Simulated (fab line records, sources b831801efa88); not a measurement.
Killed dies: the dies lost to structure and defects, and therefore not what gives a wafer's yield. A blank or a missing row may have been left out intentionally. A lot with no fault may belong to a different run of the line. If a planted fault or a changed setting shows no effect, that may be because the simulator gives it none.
fab line records | flow sky130
record: lots: 6 wafers: 18 last_day: 50
route steps=708 shown SD_P@327 RES_XHIGH@332 SD_N@342 SALICIDE@361 PAD_OPEN@708
lots that met no fault: taken from a fault-free run of the same line
start_h: start of the lot's first displayed wafer, in hours after the record's first day | wait_h: how many hours have passed since the lot's step before this one | " same as the row above | L1.1+2: a row that stands for several wafers | - no value, or no start was given | * or withheld: withheld | < > ~ a bound
route shown NAME@n: NAME is a module with steps in the file, n the number in the route of the first one | usual: mean/standard deviation of fault-free wafers | same: alike in all rows | chamber/n: place in a boat | sites: per-site readings | _std_site: the values' standard deviation | _edge_site: mean of outer sites minus mean of inner sites | radius_mm: how far each site lies from the wafer's centre | mask NAME#n: copy n | behind: the tool/chamber that last shaped the wafer | hold: cause of the lot's hold/its duration in hours/its outcome | device: whichever transistor did not switch (one of n, p or np) | end of line: tests of these same wafers at the route's end | step lacking rows: just its recipe | killed: at the first sort, the dies lost to defects and structure; wafer yield is something else | map: a wafer's dies, x killed, . not, _ none there
set.NAME: the run value of the setting; set.NAME@STEP: its run value at that earlier step | model.NAME: the simulator's own value behind a step, which no gauge read
lots at some steps of the route; a table a step, a row a wafer
services: the hour from which a tool's chamber was out of use, counted from the record's first day as start_h (under 0 if before that day), plus the number of hours and why
== steps ==
step: SKY_SD_P_CD_MEAS_07
recipe: target_cd_nm: 380
usual: cd_nm: 379.3/2
columns lot.wafer tool chamber start_h wait_h cd_nm
L240.2 cd_sem-01 - 580.04 0.1 380.8
L240.3 " - " " 382.6
L240.4 " - " " 381.4
L241.1 cd_sem-01 - 593.78 0.1 380.0
L241.2 " - " " 381.9
L241.5 " - " " 380.8
L243.1 cd_sem-01 - 637.52 0.1 380.2
L243.2 " - " " 380.6
L243.3 " - " " 382.2
L251.1 cd_sem-01 - 686.47 0.1 376.1
L251.5 " - " " 376.3
L251.6 " - " " 379.3
L252.2 cd_sem-02 - 691.20 0.1 383.4
L252.3 " - " " 382.6
L252.4 " - " " 382.7
L261.3 cd_sem-02 - 757.86 0.1 377.4
L261.5 " - " " 378.2
L261.6 " - " " 376.4
step: SKY_SD_P_OVL_MEAS_08
usual: SD_P_OVL: -0.1/1.3
columns lot.wafer tool chamber start_h wait_h SD_P_OVL[nm]
L240.2 overlay-01 - 580.15 0.1 0.3
L240.3 " - " " 0.6
L240.4 " - " " 1.3
L241.1 overlay-01 - 593.90 0.1 -0.1
L241.2 " - " " -1.0
L241.5 " - " " -0.2
L243.1 overlay-01 - 637.64 0.1 -0.7
L243.2 " - " " 0.5
L243.3 " - " " -1.1
L251.1 overlay-01 - 686.59 0.1 -0.4
L251.5 " - " " 1.9
L251.6 " - " " -0.9
L252.2 overlay-02 - 691.31 0.1 -3.4
L252.3 " - " " -3.4
L252.4 " - " " -4.3
L261.3 overlay-01 - 757.95 0.1 0.0
L261.5 " - " " 0.3
L261.6 " - " " 1.8
step: SKY_SD_P_IMPLANT_09
recipe: species: BF2 energy_kev: 20 dose_cm2: 3e+15 tilt_deg: 0
step: SKY_SD_P_STRIP_10
recipe: chemistry: O2/N2 power_w: 1400 pressure_mtorr: 1500 platen_temp_c: withheld o2_flow_sccm: 3000 n2_flow_sccm: 300 overash_fraction: 0.5
usual: drypump_motor_current_A: 5.7/0.38 oes_product_au: 0.616/0.0043 strip_time_to_endpoint_s: 17.37/0.052
columns lot.wafer tool chamber start_h wait_h drypump_motor_current_A oes_product_au rf_hours_counter_h strip_time_to_endpoint_s
L240.2 plasma_asher-03 0 580.33 0.1 6.0 0.614 74 17.47
L240.3 " 1 " " 5.9 0.613 - 17.47
L240.4 " 0 " " 6.0 0.628 - 17.46
L241.1 plasma_asher-01 0 594.09 0.1 5.7 0.619 46 17.46
L241.2 " 1 " " 5.4 0.618 46 17.43
L241.5 " 1 " " 5.4 0.614 - 17.45
L243.1 plasma_asher-03 0 637.83 0.1 6.0 0.610 79 17.36
L243.2 " 1 " " 5.9 0.618 79 17.33
L243.3 " 0 " " 6.0 0.617 - 17.31
L251.1 plasma_asher-02 1 686.77 0.1 6.5 0.615 103 17.27
L251.5 " 0 " " 5.2 0.616 - 17.29
L251.6 " 1 " " 6.5 0.619 - 17.33
L252.2 plasma_asher-02 1 691.49 0.1 6.5 0.615 104 17.42
L252.3 " 0 " " 5.3 0.610 - 17.44
L252.4 " 1 " " 6.5 0.616 - 17.41
L261.3 plasma_asher-02 0 758.16 0.1 5.3 0.625 - 17.30
L261.5 " 1 " " 6.5 0.614 - 17.33
L261.6 " 0 " " 5.2 0.618 - 17.35
step: SKY_SD_P_TW_MEAS_11
usual: SD_P_TW: 2839/27
columns lot.wafer tool chamber start_h wait_h SD_P_TW
L240.2 film_metro-04 - 580.44 0.1 2891
L240.3 " - " " 2894
L240.4 " - " " 2895
L241.1 film_metro-01 - 594.19 0.1 2828
L241.2 " - " " 2840
L241.5 " - " " 2834
L243.1 film_metro-04 - 637.93 0.1 2890
L243.2 " - " " 2876
L243.3 " - " " 2890
L251.1 film_metro-04 - 686.87 0.1 2841
L251.5 " - " " 2843
L251.6 " - " " 2843
L252.2 film_metro-01 - 691.60 0.1 2834
L252.3 " - " " 2828
L252.4 " - " " 2850
L261.3 film_metro-02 - 758.25 0.1 2830
L261.5 " - " " 2831
L261.6 " - " " 2827
step: SKY_RES_XHIGH_DEHYDRATE_00
recipe: temp_c: 200 time_s: 60
step: SKY_RES_XHIGH_HMDS_01
recipe: prime_time_s: 60 prime_temp_c: 120
step: SKY_RES_XHIGH_COAT_02
recipe: resist: NOVOLAK spin_rpm: 3000 resist_thk_nm: 1140
step: SKY_RES_XHIGH_SOFTBAKE_03
recipe: temp_c: 90 time_s: 60 resist: NOVOLAK
step: SKY_RES_XHIGH_EXPOSE_04
recipe: mask_id: URPM na: 0.6 source_shape: conventional sigma_outer: 0.6 polarization: unpolarized target_cd_nm: 1270 dose_mj: 140
step: SKY_RES_XHIGH_PEB_05
recipe: temp_c: withheld time_s: * resist: NOVOLAK
step: SKY_RES_XHIGH_DEVELOP_06
recipe: resist: NOVOLAK developer: TMAH develop_time_s: 60 dev_temp_c: 23
step: SKY_RES_XHIGH_IMPLANT_07
recipe: species: BF2 energy_kev: 20 dose_cm2: 3.689e+14 tilt_deg: 0
usual: faraday_current_uA: 508/32
columns lot.wafer tool chamber start_h wait_h faraday_current_uA
L240.2 implanter-04 0 608.09 0.1 478
L240.3 " 0 " " 478
L240.4 " 0 " " 489
L241.1 implanter-04 0 623.01 0.1 477
L241.2 " 0 " " 476
L241.5 " 0 " " 460
L243.1 implanter-03 0 664.97 0.1 513
L243.2 " 0 " " 494
L243.3 " 0 " " 494
L251.1 implanter-02 0 714.38 0.1 541
L251.5 " 0 " " 565
L251.6 " 0 " " 541
L251.1 implanter-02 0 714.70 0.3 539
L251.5 " 0 " " 573
L251.6 " 0 " " 534
L252.2 implanter-03 0 718.94 0.1 521
L252.3 " 0 " " 495
L252.4 " 0 " " 489
L252.2 implanter-03 0 719.26 0.3 520
L252.3 " 0 " " 504
L252.4 " 0 " " 497
L261.3 implanter-04 0 783.48 0.1 463
L261.5 " 0 " " 476
L261.6 " 0 " " 485
step: SKY_RES_XHIGH_STRIP_08
recipe: chemistry: O2/N2 power_w: 1400 pressure_mtorr: 1500 platen_temp_c: withheld o2_flow_sccm: 3000 n2_flow_sccm: 300 overash_fraction: 0.5
usual: drypump_motor_current_A: 5.6/0.36 oes_product_au: 0.710/0.0045 strip_time_to_endpoint_s: 14.29/0.042
columns lot.wafer tool chamber start_h wait_h drypump_motor_current_A oes_product_au rf_hours_counter_h strip_time_to_endpoint_s
L240.2 plasma_asher-04 0 608.22 0.1 5.0 0.708 18 14.32
L240.3 " 0 " " 5.0 0.703 - 14.28
L240.4 " 1 " " 5.6 0.714 - 14.29
L241.1 plasma_asher-04 1 623.16 0.1 5.6 0.697 20 14.32
L241.2 " 0 " " 5.0 0.706 20 14.36
L241.5 " 1 " " 5.6 0.717 - 14.34
L243.1 plasma_asher-03 1 665.12 0.1 5.9 0.711 82 14.30
L243.2 " 0 " " 6.0 0.715 82 14.34
L243.3 " 1 " " 5.9 0.715 - 14.26
L251.1 plasma_asher-03 0 714.85 0.1 6.0 0.682 86 15.04
L251.5 " 0 " " 6.0 0.680 - 15.00
L251.6 " 1 " " 5.8 0.687 - 14.97
L252.2 plasma_asher-01 0 719.38 0.1 5.6 0.686 55 15.10
L252.3 " 1 " " 5.4 0.680 - 15.10
L252.4 " 0 " " 5.7 0.687 - 15.10
L261.3 plasma_asher-04 1 783.62 0.1 5.6 0.717 - 14.32
L261.5 " 0 " " 5.0 0.719 - 14.27
L261.6 " 1 " " 5.6 0.707 - 14.27
step: SKY_RES_XHIGH_TW_MEAS_09
usual: RES_XHIGH_TW: 1657/14
columns lot.wafer tool chamber start_h wait_h RES_XHIGH_TW
L240.2 film_metro-01 - 608.33 0.1 1641
L240.3 " - " " 1659
L240.4 " - " " 1654
L241.1 film_metro-02 - 623.26 0.1 1649
L241.2 " - " " 1648
L241.5 " - " " 1642
L243.1 film_metro-04 - 665.22 0.1 1680
L243.2 " - " " 1690
L243.3 " - " " 1686
L251.1 film_metro-01 - 714.95 0.1 2032
L251.5 " - " " 2013
L251.6 " - " " 2023
L252.2 film_metro-04 - 719.49 0.1 2047
L252.3 " - " " 2046
L252.4 " - " " 2038
L261.3 film_metro-01 - 783.70 0.1 1656
L261.5 " - " " 1650
L261.6 " - " " 1657
step: SKY_SD_N_DEHYDRATE_00
recipe: temp_c: 200 time_s: 60
step: SKY_SD_N_HMDS_01
recipe: prime_time_s: 60 prime_temp_c: 120
step: SKY_SD_N_COAT_02
recipe: resist: NOVOLAK spin_rpm: 3000 resist_thk_nm: 1140
step: SKY_SD_N_SOFTBAKE_03
recipe: temp_c: 90 time_s: 60 resist: NOVOLAK
step: SKY_SD_N_EXPOSE_04
recipe: mask_id: NSDM na: 0.6 source_shape: conventional sigma_outer: 0.6 polarization: unpolarized target_cd_nm: 380 dose_mj: 141
step: SKY_SD_N_PEB_05
recipe: temp_c: withheld time_s: * resist: NOVOLAK
step: SKY_SD_N_DEVELOP_06
recipe: resist: NOVOLAK developer: TMAH develop_time_s: 60 dev_temp_c: 23
step: SKY_SD_N_CD_MEAS_07
recipe: target_cd_nm: 380
usual: cd_nm: 379.7/2.6
columns lot.wafer tool chamber start_h wait_h cd_nm
L240.2 cd_sem-02 - 636.73 0.1 382.9
L240.3 " - " " 383.5
L240.4 " - " " 384.5
L241.1 cd_sem-01 - 650.61 0.1 383.1
L241.2 " - " " 382.9
L241.5 " - " " 380.1
L243.1 cd_sem-02 - 693.11 0.1 377.8
L243.2 " - " " 377.5
L243.3 " - " " 376.5
L251.1 cd_sem-02 - 742.11 0.1 379.6
L251.5 " - " " 380.4
L251.6 " - " " 379.4
L252.2 cd_sem-02 - 745.64 0.1 380.7
L252.3 " - " " 381.4
L252.4 " - " " 380.8
L261.3 cd_sem-02 - 810.42 0.1 380.6
L261.5 " - " " 380.1
L261.6 " - " " 381.2
step: SKY_SD_N_OVL_MEAS_08
usual: SD_N_OVL: -0.4/1.3
columns lot.wafer tool chamber start_h wait_h SD_N_OVL[nm]
L240.2 overlay-02 - 636.83 0.1 -2.1
L240.3 " - " " -1.4
L240.4 " - " " -1.7
L241.1 overlay-02 - 650.73 0.1 1.2
L241.2 " - " " 1.2
L241.5 " - " " 0.7
L243.1 overlay-02 - 693.23 0.1 -0.7
L243.2 " - " " -0.2
L243.3 " - " " -0.8
L251.1 overlay-01 - 742.23 0.1 -0.6
L251.5 " - " " -1.6
L251.6 " - " " -1.7
L252.2 overlay-02 - 745.75 0.1 -0.6
L252.3 " - " " -1.8
L252.4 " - " " -1.1
L261.3 overlay-01 - 810.51 0.1 0.3
L261.5 " - " " -0.5
L261.6 " - " " 0.3
step: SKY_SD_N_IMPLANT_09
recipe: species: As energy_kev: 50 dose_cm2: 4e+15 tilt_deg: 0
step: SKY_SD_N_IMPLANT_10
recipe: species: P energy_kev: 20 dose_cm2: 1e+14 tilt_deg: 0
step: SKY_SD_N_STRIP_11
recipe: chemistry: O2/N2 power_w: 1400 pressure_mtorr: 1500 platen_temp_c: withheld o2_flow_sccm: 3000 n2_flow_sccm: 300 overash_fraction: 0.5
usual: drypump_motor_current_A: 5.5/0.42 oes_product_au: 0.527/0.0047 strip_time_to_endpoint_s: 22.55/0.048
columns lot.wafer tool chamber start_h wait_h drypump_motor_current_A oes_product_au rf_hours_counter_h strip_time_to_endpoint_s
L240.2 plasma_asher-01 1 637.16 0.1 5.4 0.530 50 22.59
L240.3 " 1 " " 5.4 0.529 - 22.58
L240.4 " 0 " " 5.7 0.532 - 22.60
L241.1 plasma_asher-04 1 651.06 0.1 5.6 0.536 22 22.64
L241.2 " 0 " " 5.0 0.523 22 22.60
L241.5 " 0 " " 5.0 0.524 - 22.61
L243.1 plasma_asher-02 0 693.56 0.1 5.2 0.532 104 22.56
L243.2 " 1 " " 6.5 0.526 104 22.58
L243.3 " 0 " " 5.2 0.521 - 22.52
L251.1 plasma_asher-04 1 742.56 0.1 5.6 0.528 33 22.52
L251.5 " 0 " " 5.0 0.534 - 22.51
L251.6 " 1 " " 5.6 0.531 - 22.53
L252.2 plasma_asher-04 0 746.08 0.1 5.0 0.538 34 22.52
L252.3 " 1 " " 5.6 0.527 - 22.48
L252.4 " 0 " " 5.0 0.527 - 22.45
L261.3 plasma_asher-02 0 810.87 0.1 5.2 0.525 - 22.53
L261.5 " 1 " " 6.5 0.528 - 22.54
L261.6 " 0 " " 5.2 0.524 - 22.50
step: SKY_SD_N_TW_MEAS_12
usual: SD_N_TW: 3991/34
columns lot.wafer tool chamber start_h wait_h SD_N_TW
L240.2 film_metro-01 - 637.27 0.1 3935
L240.3 " - " " 3940
L240.4 " - " " 3946
L241.1 film_metro-01 - 651.16 0.1 3958
L241.2 " - " " 3950
L241.5 " - " " 3962
L243.1 film_metro-04 - 693.66 0.1 4011
L243.2 " - " " 3990
L243.3 " - " " 4006
L251.1 film_metro-02 - 742.66 0.1 3937
L251.5 " - " " 3948
L251.6 " - " " 3948
L252.2 film_metro-01 - 746.19 0.1 3989
L252.3 " - " " 3983
L252.4 " - " " 3983
L261.3 film_metro-01 - 810.96 0.1 3992
L261.5 " - " " 3958
L261.6 " - " " 3965
step: SKY_SD_N_CLEAN_13
recipe: chemistry: SC1/SC2 mix: 1:4:20 temp_c: 70 time_s: 150 dry: n2_spin
step: SKY_SD_N_RTA_14
recipe: temp_c: 1075 time_s: 2 idle_temp_c: 650 ramp_up_c_per_s: 150 ramp_down_c_per_s: 90 ambient: N2
usual: lamp_power_pct: 15.73/0.051 wafer_temp_C_max: 1078.0/1.1
columns lot.wafer tool chamber start_h wait_h lamp_power_pct wafer_temp_C_max
L240.2 rtp_anneal-02 0 637.38 0.0 15.72 1078.2
L240.3 " 0 " " 15.77 1077.4
L240.4 " 0 " " 15.76 1077.8
L241.1 rtp_anneal-01 0 651.27 0.0 15.76 1080.0
L241.2 " 0 " " 15.78 1079.0
L241.5 " 0 " " 15.77 1076.4
L243.1 rtp_anneal-01 0 693.78 0.0 15.73 1077.5
L243.2 " 0 " " 15.71 1077.9
L243.3 " 0 " " 15.80 1076.6
L251.1 rtp_anneal-01 0 742.77 0.0 15.74 1078.0
L251.5 " 0 " " 15.71 1077.7
L251.6 " 0 " " 15.68 1078.3
L252.2 rtp_anneal-02 0 746.30 0.0 15.65 1077.0
L252.3 " 0 " " 15.71 1077.4
L252.4 " 0 " " 15.74 1077.4
L261.3 rtp_anneal-01 0 811.07 0.0 15.73 1079.6
L261.5 " 0 " " 15.66 1077.7
L261.6 " 0 " " 15.72 1077.4
step: SKY_SD_N_RS_MEAS_16
recipe: thk_meas_gauge: four-point-probe
usual: SD_N_RS: 68.42/0.099
columns lot.wafer tool chamber start_h wait_h SD_N_RS[ohm/sq]
L240.2 film_metro-02 - 637.57 0.1 68.28
L240.3 " - " " 68.29
L240.4 " - " " 68.40
L241.1 film_metro-04 - 651.45 0.1 68.30
L241.2 " - " " 68.27
L241.5 " - " " 68.34
L243.1 film_metro-04 - 693.95 0.1 68.49
L243.2 " - " " 68.49
L243.3 " - " " 68.28
L251.1 film_metro-04 - 742.95 0.1 68.33
L251.5 " - " " 68.36
L251.6 " - " " 68.35
L252.2 film_metro-02 - 746.48 0.1 68.40
L252.3 " - " " 68.40
L252.4 " - " " 68.44
L261.3 film_metro-02 - 811.26 0.1 68.39
L261.5 " - " " 68.50
L261.6 " - " " 68.37
step: SKY_SD_N_RS_MEAS_17
recipe: thk_meas_gauge: four-point-probe
usual: SD_P_RS: 146.7/0.32
columns lot.wafer tool chamber start_h wait_h SD_P_RS[ohm/sq]
L240.2 film_metro-02 - 637.69 0.1 146.4
L240.3 " - " " 146.6
L240.4 " - " " 146.7
L241.1 film_metro-04 - 651.57 0.1 146.7
L241.2 " - " " 146.5
L241.5 " - " " 146.7
L243.1 film_metro-04 - 694.07 0.1 146.7
L243.2 " - " " 147.0
L243.3 " - " " 146.4
L251.1 film_metro-04 - 743.07 0.1 146.4
L251.5 " - " " 146.2
L251.6 " - " " 146.1
L252.2 film_metro-02 - 746.60 0.1 146.9
L252.3 " - " " 146.8
L252.4 " - " " 146.8
L261.3 film_metro-02 - 811.38 0.1 147.1
L261.5 " - " " 147.0
L261.6 " - " " 146.6
step: SKY_SD_N_RS_MEAS_18
recipe: thk_meas_gauge: four-point-probe
usual: RES_XHIGH_RS: 325.9/1.2
columns lot.wafer tool chamber start_h wait_h RES_XHIGH_RS[ohm/sq]
L240.2 film_metro-02 - 637.81 0.1 326.2
L240.3 " - " " 325.9
L240.4 " - " " 327.4
L241.1 film_metro-04 - 651.69 0.1 327.1
L241.2 " - " " 325.2
L241.5 " - " " 326.0
L243.1 film_metro-04 - 694.19 0.1 325.4
L243.2 " - " " 324.5
L243.3 " - " " 324.2
L251.1 film_metro-04 - 743.19 0.1 201.7
L251.5 " - " " 202.0
L251.6 " - " " 201.4
L252.2 film_metro-02 - 746.72 0.1 200.8
L252.3 " - " " 200.8
L252.4 " - " " 201.0
L261.3 film_metro-02 - 811.50 0.1 325.8
L261.5 " - " " 325.4
L261.6 " - " " 325.8
step: SKY_SALICIDE_CLEAN_00
recipe: chemistry: HF-last time_s: 30 dilution: 100:1 dry: ipa_marangoni
step: SKY_PAD_OPEN_PROBE_99
usual: killed_at_M0_to_M3: 44/6.6 killed_at_M4_up: 3.0/2 killed_at_contacts: 24/5.1 killed_at_front_end: 15/4.1 killed_at_other: 0.4/0.62 killed_dies: 86/9.3 killed_open: 46/6.8 killed_short: 40/5.8
same: gross_dies: 492 killed_at_back_side: 0
columns lot.wafer tool chamber start_h wait_h killed_at_M0_to_M3 killed_at_M4_up killed_at_contacts killed_at_front_end killed_at_other killed_dies killed_open killed_short model.etest.res_xhigh_po.line_ohm_um model.etest.res_xhigh_po.rs_ohm_sq
L240.2 prober-01 - 1071.38 0.1 37 5 18 14 2 76 36 40 5473 1905
L240.3 prober-01 - 1071.43 0.2 40 3 31 12 0 86 50 36 5443 1912
L240.4 prober-01 - 1071.48 0.2 45 5 20 13 1 84 40 44 5441 1893
L241.1 prober-02 - 1078.05 0.1 48 4 17 13 0 82 42 40 5659 1958
L241.2 prober-02 - 1078.10 0.1 45 2 17 10 0 74 49 25 5608 1955
L241.5 prober-02 - 1078.25 0.2 42 3 29 16 1 91 44 47 5583 1931
L243.1 prober-02 - 1106.46 0.1 48 5 27 11 1 92 44 47 5601 1964
L243.2 prober-02 - 1106.51 0.1 46 1 25 19 2 93 46 47 5432 1939
L243.3 prober-02 - 1106.56 0.2 50 3 19 16 1 89 45 43 5665 2002
L251.1 prober-01 - 1144.91 0.1 42 3 26 19 0 90 43 47 1815 636.5
L251.5 prober-01 - 1145.11 0.2 46 5 27 20 0 98 52 46 1786 631.7
L251.6 prober-01 - 1145.16 0.2 40 5 15 22 1 83 40 41 1720 608.4
L252.2 prober-02 - 1147.70 0.1 32 5 29 17 0 83 41 38 1836 647.7
L252.3 prober-02 - 1147.75 0.2 47 1 29 7 2 86 38 47 1784 624.9
L252.4 prober-02 - 1147.80 0.2 39 4 32 13 0 88 45 43 1830 651.9
L261.3 prober-02 - 1188.11 0.2 42 3 26 5 0 76 41 35 5365 1901
L261.5 prober-02 - 1188.21 0.2 33 2 23 19 0 77 40 37 5196 1857
L261.6 prober-02 - 1188.26 0.2 46 6 24 13 0 89 46 43 5226 1832
killed by level:class
L240.2 METAL2:geometric_particle:short=11 FIELD_ISO:geometric_particle:short=7 LI_CONTACT:geometric_particle:open=7 VIA1:geometric_particle:open=6 VIA2:geometric_particle:open=6 FIELD_ISO:geometric_particle:open=5 CONTACT:geometric_particle:short=5 VIA3:geometric_particle:open=4
L240.3 VIA1:geometric_particle:open=11 LI_CONTACT:geometric_particle:open=9 CONTACT:geometric_particle:open=8 METAL2:geometric_particle:short=7 VIA2:geometric_particle:open=6 POLY_GATE:geometric_particle:open=5 CONTACT:geometric_particle:short=5 LI_CONTACT:geometric_particle:short=4
L240.4 METAL2:geometric_particle:short=9 CONTACT:geometric_particle:open=8 VIA1:geometric_particle:open=8 METAL1:geometric_particle:short=6 FIELD_ISO:geometric_particle:open=5 VIA2:geometric_particle:open=5 VIA3:geometric_particle:open=5 LOCAL_INTERCONNECT:geometric_particle:short=4
L241.1 VIA2:geometric_particle:open=11 METAL2:geometric_particle:short=9 VIA1:geometric_particle:open=8 LOCAL_INTERCONNECT:geometric_particle:short=7 CONTACT:geometric_particle:open=5 VIA1:geometric_particle:short=5 VIA2:geometric_particle:short=5 POLY_GATE:geometric_particle:open=4
L241.2 VIA3:geometric_particle:open=12 CONTACT:geometric_particle:open=10 VIA1:geometric_particle:open=10 METAL1:geometric_particle:short=7 FIELD_ISO:geometric_particle:open=4 METAL2:geometric_particle:short=4 LI_CONTACT:geometric_particle:open=3 CONTACT:geometric_particle:short=3
L241.5 CONTACT:geometric_particle:short=13 CONTACT:geometric_particle:open=11 VIA1:geometric_particle:open=11 VIA2:geometric_particle:open=8 METAL1:geometric_particle:short=6 VIA3:geometric_particle:open=6 POLY_GATE:geometric_particle:short=4 FIELD_ISO:geometric_particle:short=3
L243.1 CONTACT:geometric_particle:open=12 VIA1:geometric_particle:open=10 LOCAL_INTERCONNECT:geometric_particle:short=7 METAL1:geometric_particle:short=7 VIA2:geometric_particle:open=7 VIA1:geometric_particle:short=6 VIA3:geometric_particle:short=4 METAL2:geometric_particle:short=4
L243.2 LI_CONTACT:geometric_particle:open=8 VIA1:geometric_particle:open=8 METAL2:geometric_particle:short=6 FIELD_ISO:geometric_particle:open=5 POLY_GATE:geometric_particle:short=5 POLY_GATE:geometric_particle:open=5 LOCAL_INTERCONNECT:geometric_particle:short=5 METAL1:geometric_particle:short=5
L243.3 VIA1:geometric_particle:open=13 CONTACT:geometric_particle:open=9 VIA1:geometric_particle:short=8 VIA2:geometric_particle:open=8 POLY_GATE:geometric_particle:open=5 METAL1:geometric_particle:short=5 FIELD_ISO:geometric_particle:open=4 METAL3:geometric_particle:short=4
L251.1 VIA1:geometric_particle:open=8 CONTACT:geometric_particle:open=7 VIA2:geometric_particle:open=7 FIELD_ISO:geometric_particle:open=6 FIELD_ISO:geometric_particle:short=6 CONTACT:geometric_particle:short=6 VIA3:geometric_particle:short=6 LOCAL_INTERCONNECT:geometric_particle:short=5
L251.5 VIA1:geometric_particle:open=9 VIA3:geometric_particle:open=8 LI_CONTACT:geometric_particle:open=8 VIA2:geometric_particle:open=8 POLY_GATE:geometric_particle:open=6 FIELD_ISO:geometric_particle:short=5 POLY_GATE:geometric_particle:short=5 VIA2:geometric_particle:short=5
L251.6 FIELD_ISO:geometric_particle:open=8 VIA1:geometric_particle:open=8 METAL1:geometric_particle:short=8 VIA1:geometric_particle:short=6 VIA3:geometric_particle:open=6 POLY_GATE:geometric_particle:short=5 FIELD_ISO:geometric_particle:short=4 POLY_GATE:geometric_particle:open=4
L252.2 CONTACT:geometric_particle:open=11 LI_CONTACT:geometric_particle:open=8 CONTACT:geometric_particle:short=7 VIA1:geometric_particle:open=6 METAL2:geometric_particle:short=5 FIELD_ISO:geometric_particle:short=4 POLY_GATE:geometric_particle:open=4 VIA2:geometric_particle:open=4
L252.3 METAL2:geometric_particle:short=9 CONTACT:geometric_particle:open=8 CONTACT:geometric_particle:short=7 VIA3:geometric_particle:open=7 VIA1:geometric_particle:short=6 LI_CONTACT:geometric_particle:short=5 LI_CONTACT:geometric_particle:open=5 VIA1:geometric_particle:open=5
L252.4 VIA1:geometric_particle:open=11 CONTACT:geometric_particle:open=10 METAL1:geometric_particle:short=9 CONTACT:geometric_particle:short=8 LI_CONTACT:geometric_particle:open=7 LOCAL_INTERCONNECT:geometric_particle:short=6 METAL2:geometric_particle:short=5 FIELD_ISO:geometric_particle:open=4
L261.3 LI_CONTACT:geometric_particle:open=9 CONTACT:geometric_particle:short=9 METAL2:geometric_particle:short=8 VIA1:geometric_particle:open=7 VIA2:geometric_particle:open=7 CONTACT:geometric_particle:open=6 VIA3:geometric_particle:open=6 METAL3:geometric_particle:short=4
L261.5 CONTACT:geometric_particle:open=12 POLY_GATE:geometric_particle:short=9 VIA1:geometric_particle:open=9 VIA2:geometric_particle:open=7 METAL1:geometric_particle:short=6 FIELD_ISO:geometric_particle:open=5 CONTACT:geometric_particle:short=5 LI_CONTACT:geometric_particle:short=4
L261.6 VIA1:geometric_particle:open=13 CONTACT:geometric_particle:open=7 LI_CONTACT:geometric_particle:open=7 METAL4:geometric_particle:short=6 FIELD_ISO:geometric_particle:short=5 METAL1:geometric_particle:short=5 VIA2:geometric_particle:open=5 LOCAL_INTERCONNECT:geometric_particle:short=4
== services ==
columns tool chamber start_h hours kind
implanter-03 - 580.59 28.1 pm
implanter-03 - 608.69 3.2 pm
implanter-04 - 630.26 0.6 repair
plasma_asher-02 - 654.79 5.7 repair
plasma_asher-01 - 675.51 28.1 pm
plasma_asher-03 - 686.08 12.7 repair
implanter-04 - 701.92 5.2 repair
implanter-04 - 722.15 2.7 repair
plasma_asher-02 - 733.75 9.0 pm
plasma_asher-02 0 733.75 9.0 vent_cycle
plasma_asher-02 1 733.75 9.0 vent_cycle
plasma_asher-02 - 737.95 3.9 repair
plasma_asher-02 - 741.57 0.5 repair
plasma_asher-02 0 742.75 - clean
plasma_asher-02 1 742.75 - clean
implanter-04 - 746.46 1.3 repair
implanter-02 - 773.30 6.6 repair
implanter-02 - 787.87 1.7 repair
implanter-04 - 792.44 2.5 repair
== key ==
first_sign: step: SKY_RES_XHIGH_IMPLANT_07 reading: visit direction: added
effect: step: SKY_RES_XHIGH_STRIP_08 reading: strip_time_to_endpoint_s direction: up sigmas: 18 usual: * struck: *
effect: step: SKY_RES_XHIGH_TW_MEAS_09 reading: RES_XHIGH_TW direction: up sigmas: 28 usual: 1657 struck: 2033
effect: step: SKY_SD_N_RS_MEAS_18 reading: RES_XHIGH_RS direction: down sigmas: 99+ usual: 325.9 struck: 201.3
model_effect: step: SKY_PAD_OPEN_PROBE_99 value: etest.res_xhigh_po.line_ohm_um without: 5357 struck: 1795
met_at SKY_RES_XHIGH_IMPLANT_07
struck_wafers L251.1,L251.5,L251.6,L252.2,L252.3,L252.4
tester_left_out L251,L252
fault: kind: repeated_step_whole tool: implanter-02,implanter-03,implanter-04 chamber: - onset_h: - steps: SKY_RES_XHIGH_IMPLANT_07 times: 1 scope: struck_lots_only
tester_left_out: of these lots the tester's yield and bins aren't shown, on N5 and GAA mostly nor the transistor test; their killed dies are dies lost to structure and defects alone, not to doping, threshold or leakage, so they don't give the yield
